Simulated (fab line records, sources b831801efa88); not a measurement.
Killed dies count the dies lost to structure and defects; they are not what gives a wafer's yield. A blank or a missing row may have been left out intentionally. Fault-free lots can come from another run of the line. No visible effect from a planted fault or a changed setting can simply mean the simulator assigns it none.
Struck lot and sound lot, side by side | flow sky130 | 14 out of 708 route steps
Sound: the wafers L229.1, L229.2, L229.3. Wafers struck: L236.1, L236.3, L236.5. The cause comes at the end.
Order at every step that has rows: each side's tool, ch and its chambers, its first start. Under that, the readings that differ: sound wafers | struck wafers | difference of the means | sigmas: that difference in standard deviations of wafers without a fault.
alike: same words and numbers on both sides, and readings whose means sit less than 2 such deviations apart. not compared: any withheld reading, any reading some wafer has no value for, any bound like >300 that may hide the same value, and any number with overlapping values for which the record gives no deviation.
Wherever a step has rows on one side only, a row that says differs or no value, or a row with sigmas, the two part there. When numbers do not overlap yet have no deviation, they are printed without sigmas and do not part them. A reading missing from all wafers of one side parts the sides only when that side holds two or more wafers.

first, 4 steps without rows for these wafers: SKY_LDD_N_IMPLANT_12; SKY_LDD_N_IMPLANT_13; SKY_LDD_N_IMPLANT_14; SKY_LDD_N_IMPLANT_15.
SKY_LDD_N_STRIP_16: strips in O2/N2.
  sound on plasmaAsher-04 ch 0,1, day 20 11:37; struck on plasmaAsher-01 ch 0,1, day 23 06:31
  alike: drypumpMotorCurrentA, oesProductAu, stripTimeToEndpointS
  not compared: rfHoursCounterH
SKY_LDD_N_TW_MEAS_17:
  sound on filmMetro-04, day 20 11:43; struck on filmMetro-03, day 23 06:37
  alike: LDD_N_TW
then, 6 steps without rows for these wafers: SKY_LDD_P_DEHYDRATE_00 (time 60 s); SKY_LDD_P_HMDS_01 (prime time 60 s); SKY_LDD_P_COAT_02 (resist thk 1140 nm); SKY_LDD_P_SOFTBAKE_03 (time 60 s); SKY_LDD_P_EXPOSE_04 (exposes mask PSDM, target cd 380 nm); SKY_LDD_P_PEB_05.
SKY_LDD_P_DEVELOP_06: develop time 60 s.
  sound on lithoTrack-01 ch 0, day 21 18:22; struck on lithoTrack-03, day 24 12:11
  no value came back on the struck wafers for chillPlateTempC (C), developTimeS (s); on the sound wafers chillPlateTempC (C) reads 22.94 23.03 23.18
SKY_LDD_P_CD_MEAS_07: target cd 380 nm.
  sound on cdSem-01, day 21 18:31; struck on cdSem-01, day 24 12:20
reading   | sound             | struck | difference                    | sigmas
cdNm (nm) | 376.9 377.0 381.2 | - - -  | no value on the struck wafers | 

WHERE THEY PART
First at SKY_LDD_P_DEVELOP_06; last, within this record, at SKY_LDD_P_CD_MEAS_07.

WHY: whatever the simulator had introduced
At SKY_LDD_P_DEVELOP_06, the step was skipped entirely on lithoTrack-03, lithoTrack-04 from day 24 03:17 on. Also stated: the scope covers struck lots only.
